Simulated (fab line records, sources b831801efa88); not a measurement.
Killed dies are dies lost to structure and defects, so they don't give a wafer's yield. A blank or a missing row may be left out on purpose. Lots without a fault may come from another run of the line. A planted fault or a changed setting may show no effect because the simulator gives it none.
Problem report in the 8D (eight disciplines) form, filled by code | flow gf180mcu | the parts of the form that need people (team, actions taken, sign-off) are left out

1. THE PROBLEM
oes_product_au at GF_DUAL_GATE_STRIP_13 reads a mean of 0.844 a.u. on 3 wafers of 1 lot; wafers without a fault read 0.715 a.u. with a standard deviation of 0.0044. That is +29 standard deviations from the usual mean.
The step: strips in O2/N2.
First seen on wafer L421.1, day 13 13:13, on plasma_asher-01. The record holds 39 wafers of 13 lots with a number at this step. Rule for "out", or "out of limits": more than 4 standard deviations from the usual mean. The other wafers with a number count as sound.

2. WHAT IT IS AND WHAT IT IS NOT
question                    | is                     | is not
which readings at this step | oes_product_au         | drypump_motor_current_A, heater_power_w, platen_temp_c
which lots                  | L421                   | L403, L404, L405, L406, L407, L408, L410, L411, L412, L413, L424, L425
which wafers of those lots  | all that have a number | -
read on which tools         | plasma_asher-01        | plasma_asher-02, plasma_asher-03
when                        | from day 13 13:13      | up to then (30 sound wafers); but 6 sound wafers of L424, L425 came after

3. SUSPECTS, AND WHAT RULES EACH OUT
Counting: a tool at a process step up to the reading stays a suspect if it ran every lot that is out and no sound lot after the first of them.
- plasma_asher-01 at GF_DUAL_GATE_STRIP_13 (strips in O2/N2): kept. It ran the lot that is out, L421 (day 13 13:13), and no sound lot after that; its last sound lot up to then is L412 (day 10 23:44). Its own readings are out on those wafers: oes_product_au.
Left after counting: plasma_asher-01 at GF_DUAL_GATE_STRIP_13.

4. THE CAUSE (what the simulator had put in)
Strip aborted: plasma_asher-01, from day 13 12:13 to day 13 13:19, at GF_DUAL_GATE_STRIP_13. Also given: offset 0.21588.
Counting left only this tool.

5. THE CHAIN OF EFFECTS, in route order
Each row: a reading whose mean over the struck wafers that have a number lies more than 3 standard deviations from the usual. Only readings for which the record gives a usual standard deviation are gone through. hours: the time from each lot's start at the first step in this table that gives one to its start at this step, as a median over the lots. sigmas: the change in usual standard deviations.
hours | step                  | reading        | usual      | on struck wafers | change | sigmas
0     | GF_DUAL_GATE_STRIP_13 | oes_product_au | 0.715 a.u. | 0.844            | +0.129 | +29
The process steps in it:
- GF_DUAL_GATE_STRIP_13: strips in O2/N2.
Readings that are blank on the struck wafers while sound wafers have them: strip_time_to_endpoint_s at GF_DUAL_GATE_STRIP_13.
Later measuring or inspecting steps at which every struck wafer that the step has a row for has a number for every such reading, and none has moved that far: GF_M2_CD_MEAS_14, GF_V2_CD_MEAS_14.

6. WHAT WOULD HAVE CAUGHT IT SOONER
In this record the first reading out of limits was taken at day 13 13:13, 1 hour after the fault began at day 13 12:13.
